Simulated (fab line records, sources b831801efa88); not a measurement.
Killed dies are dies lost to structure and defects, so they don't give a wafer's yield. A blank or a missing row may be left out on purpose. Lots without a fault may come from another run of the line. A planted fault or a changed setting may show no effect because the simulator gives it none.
Problem report in the 8D (eight disciplines) form, filled by code | flow sky130 | the parts of the form that need people (team, actions taken, sign-off) are left out

1. THE PROBLEM
exposure_dose_mJ_cm2 at SKY_METAL4_EXPOSE_10 reads a mean of 27.560 on 9 wafers of 3 lots; wafers without a fault read 27.897 with a standard deviation of 0.025. That is -13 standard deviations from the usual mean.
The step: exposes mask MM4, target cd 300 nm.
First seen on wafer L615.1, day 47 02:28, on krf_scanner-02. The record holds 21 wafers of 7 lots with a number at this step. Rule for "out", or "out of limits": more than 4 standard deviations from the usual mean. The other wafers with a number count as sound.

2. WHAT IT IS AND WHAT IT IS NOT
question                    | is                     | is not
which readings at this step | exposure_dose_mJ_cm2   | -
which lots                  | L615, L617, L621       | L601, L609, L616, L619
which wafers of those lots  | all that have a number | -
read on which tools         | krf_scanner-02         | krf_scanner-01
when                        | from day 47 02:28      | up to then (6 sound wafers); but 6 sound wafers of L616, L619 came after

3. SUSPECTS, AND WHAT RULES EACH OUT
Counting: a tool at a process step up to the reading stays a suspect if it ran every lot that is out and no sound lot after the first of them.
- krf_scanner-02 at SKY_METAL4_EXPOSE_10 (exposes mask MM4, target cd 300 nm): kept. It ran every lot that is out, first L615 (day 47 02:28), and no sound lot after that; its last sound lot up to then is L601 (day 43 16:03). Its own readings are out on those wafers: exposure_dose_mJ_cm2.
Left after counting: krf_scanner-02 at SKY_METAL4_EXPOSE_10.

4. THE CAUSE (what the simulator had put in)
Process parameter drift: krf_scanner-02, from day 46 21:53 on, at SKY_METAL4_EXPOSE_10. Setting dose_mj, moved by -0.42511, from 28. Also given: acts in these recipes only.
Counting left only this tool.

5. THE CHAIN OF EFFECTS, in route order
Each row: a reading whose mean over the struck wafers that have a number lies more than 3 standard deviations from the usual. Only readings for which the record gives a usual standard deviation are gone through. hours: the time from each lot's start at the first step in this table that gives one to its start at this step, as a median over the lots. sigmas: the change in usual standard deviations.
hours | step                 | reading              | usual  | on struck wafers | change | sigmas
0     | SKY_METAL4_EXPOSE_10 | exposure_dose_mJ_cm2 | 27.897 | 27.560           | -0.337 | -13
The process steps in it:
- SKY_METAL4_EXPOSE_10: exposes mask MM4, target cd 300 nm.
Later measuring or inspecting steps at which every struck wafer that the step has a row for has a number for every such reading, and none has moved that far: SKY_METAL4_CD_MEAS_13, SKY_METAL4_OVL_MEAS_14.

6. WHAT WOULD HAVE CAUGHT IT SOONER
In this record the first reading out of limits was taken at day 47 02:28, 5 hours after the fault began at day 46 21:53.
